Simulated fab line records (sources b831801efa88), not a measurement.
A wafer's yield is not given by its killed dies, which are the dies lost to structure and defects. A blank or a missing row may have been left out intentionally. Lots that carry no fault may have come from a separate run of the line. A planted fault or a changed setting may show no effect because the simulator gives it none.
What tool caused it? :: flow gf180mcu :: 6 lots with 18 wafers sampled at 4 steps, on a route of 602 steps

WHAT EACH GAUGE READ, for each wafer
GF_V1_THK_MEAS_03.
lot: L380
measured: day 18 09:26
on: film_metro-01
V1_CVD_02_THK (nm): 837 865 865

lot: L383
measured: day 19 02:47
on: film_metro-04
V1_CVD_02_THK (nm): 832 855 853

lot: L385
measured: day 20 08:58
on: film_metro-02
V1_CVD_02_THK (nm): 846 862 867

lot: L387
measured: day 21 00:01
on: film_metro-04
V1_CVD_02_THK (nm): 857 859 859

lot: L391
measured: day 22 15:19
on: film_metro-04
V1_CVD_02_THK (nm): 859 837 844

lot: L400
measured: day 25 04:10
on: film_metro-01
V1_CVD_02_THK (nm): 835 862 858

WHICH TOOL RAN EACH LOT (tool, then ch and the chambers of the sampled wafers, then the start)
lot: L380
GF_SALICIDE_SPUTTER_03: pvd_sputter-03, day 16 07:22
GF_CONTACT_ETCH_17: rie_diel-03 ch 0,1,2, day 18 09:21 or earlier
GF_V1_CVD_02: pecvd-03 ch 0,2, day 18 09:21

lot: L383
GF_SALICIDE_SPUTTER_03: pvd_sputter-04, day 17 01:31
GF_CONTACT_ETCH_17: rie_diel-03 ch 1,2,3, day 19 02:43 or earlier
GF_V1_CVD_02: pecvd-01 ch 0,1,2, day 19 02:43

lot: L385
GF_SALICIDE_SPUTTER_03: pvd_sputter-02, day 18 04:35
GF_CONTACT_ETCH_17: rie_diel-03 ch 0,3, day 20 08:54 or earlier
GF_V1_CVD_02: pecvd-01 ch 0,2, day 20 08:54

lot: L387
GF_SALICIDE_SPUTTER_03: pvd_sputter-03, day 18 19:26
GF_CONTACT_ETCH_17: rie_diel-03 ch 1,3, day 20 23:56 or earlier
GF_V1_CVD_02: pecvd-01 ch 0,2, day 20 23:56

lot: L391
GF_SALICIDE_SPUTTER_03: pvd_sputter-04, day 20 12:43
GF_CONTACT_ETCH_17: rie_diel-03 ch 0,3, day 22 15:14 or earlier
GF_V1_CVD_02: pecvd-02 ch 1,2, day 22 15:14

lot: L400
GF_SALICIDE_SPUTTER_03: pvd_sputter-03, day 23 04:15
GF_CONTACT_ETCH_17: rie_diel-01 ch 0,2,3, day 25 04:05 or earlier
GF_V1_CVD_02: pecvd-02 ch 0,1,2, day 25 04:05
- GF_SALICIDE_SPUTTER_03: material TiN, target thk 20 nm, time 16.7 s.
- GF_CONTACT_ETCH_17: etches SiO2 in C4F8/O2/Ar, stops on CoSi2, target depth 860 nm.
- GF_V1_CVD_02: deposits SiO2 from TEOS, target thk 850 nm, time 94.851 s.

THE ANSWER, worked out from the rows above alone
Rule: usual is defined by the lots themselves. The widest of any qualifying gaps counts: lots, ordered by their means at a reading, are off when they make up no more than a third of the lots, leave a main group of 4 or more, and stand apart from it by 3 or more times the standard deviation of that group's means. A main group is skipped when, at the precision printed for the reading in the tables above, its means are all equal. Also off: a lot with no number at a reading for which 4 or more lots have one. Any other lot the step has rows for is counted as sound.
Across all readings shown, no lot is off: no conclusion can be drawn from this.

WHAT THE SIMULATOR HAD PUT IN
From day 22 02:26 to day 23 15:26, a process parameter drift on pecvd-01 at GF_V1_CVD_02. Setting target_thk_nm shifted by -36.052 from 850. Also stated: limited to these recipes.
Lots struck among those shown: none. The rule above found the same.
